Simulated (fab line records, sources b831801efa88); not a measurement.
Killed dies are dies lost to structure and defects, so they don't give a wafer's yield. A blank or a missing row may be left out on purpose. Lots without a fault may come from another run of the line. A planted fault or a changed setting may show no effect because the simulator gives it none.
A struck lot beside a sound one | flow gf180mcu | 18 steps out of a route of 602
Sound: wafers L415.1, L415.4, L415.6. Struck: wafers L429.1, L429.3, L429.5. The cause comes at the end.
At each step with rows: each side's tool, then ch and its chambers, then its first start. Under that, the readings that differ: sound wafers | struck wafers | difference of the means | sigmas: that difference in standard deviations of wafers without a fault.
alike: readings whose means differ by less than 2 such deviations, and words and numbers that are the same on both sides. not compared: withheld readings, readings that some wafer has no value for, bounds like >300 that may hide the same value, and numbers for which the record gives no deviation and whose values overlap.
The two part at a step that has a row with sigmas, a row that says differs or no value, or rows on one side only. Numbers that don't overlap but have no deviation are shown without sigmas and don't part them. A reading that every wafer of one side lacks parts them only if that side has two wafers or more.

first, 3 steps without rows for these wafers: GF_HV_LDD_EXPOSE_16 (exposes mask Pplus LV AREA, target cd 400 nm); GF_HV_LDD_PEB_17; GF_HV_LDD_DEVELOP_18 (develop time 60 s).
GF_HV_LDD_CD_MEAS_19: target cd 400 nm.
  sound on cd_sem-01, day 11 01:38; struck on cd_sem-01, day 15 21:37
  alike: cd_nm
GF_HV_LDD_OVL_MEAS_20:
  sound on overlay-02, day 11 01:45; struck on overlay-02, day 15 21:44
  alike: HV_LDD_01_OVL
then, 1 step without rows for these wafers: GF_HV_LDD_IMPLANT_21.
GF_HV_LDD_STRIP_22: strips in O2/N2.
  sound on plasma_asher-04 ch 0,1, day 11 01:56; struck on plasma_asher-03 ch 1, day 15 21:58
  alike: drypump_motor_current_A, heater_power_w, oes_product_au, platen_temp_c, strip_time_to_endpoint_s
  not compared: rf_hours_counter_h
GF_HV_LDD_TW_MEAS_23:
  sound on film_metro-03, day 11 02:02; struck on film_metro-03, day 15 22:04
  alike: HV_LDD_2_TW
then, 4 steps without rows for these wafers: GF_HV_LDD_DEHYDRATE_24 (time 60 s); GF_HV_LDD_HMDS_25 (prime time 60 s); GF_HV_LDD_COAT_26 (resist thk 1000 nm); GF_HV_LDD_SOFTBAKE_27 (time 60 s).
GF_HV_LDD_EXPOSE_28: exposes mask Nplus HV AREA, target cd 400 nm.
  sound on iline_stepper-02 ch 0, day 11 11:34; struck on iline_stepper-02 ch 0, day 16 09:32
  reading              | sound                | struck               | difference | sigmas
  exposure_dose_mJ_cm2 | 139.90 139.95 139.93 | 112.03 112.21 112.14 | -27.80     | -99 or more
  alike: mask
then, 2 steps without rows for these wafers: GF_HV_LDD_PEB_29; GF_HV_LDD_DEVELOP_30 (develop time 60 s).
GF_HV_LDD_CD_MEAS_31: target cd 400 nm.
  sound on cd_sem-02, day 11 20:53; struck on cd_sem-01, day 16 20:49
  reading    | sound             | struck            | difference | sigmas
  cd_nm (nm) | 402.9 402.0 403.9 | 336.7 335.5 334.5 | -67.4      | -34
GF_HV_LDD_OVL_MEAS_32:
  sound on overlay-01, day 11 21:00; struck on overlay-02, day 16 20:56
  alike: HV_LDD_02_OVL
then, 1 step without rows for these wafers: GF_PASSIVATION_PROBE_99.

WHERE THEY PART
First at GF_HV_LDD_EXPOSE_28; last, within this record, at GF_HV_LDD_CD_MEAS_31. Later steps at which nothing parts them and some readings are alike: GF_HV_LDD_OVL_MEAS_32.

WHY: what the simulator had put in
Process parameter drift: iline_stepper-02, from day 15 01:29 on, at GF_HV_LDD_EXPOSE_28. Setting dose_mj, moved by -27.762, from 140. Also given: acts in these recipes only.
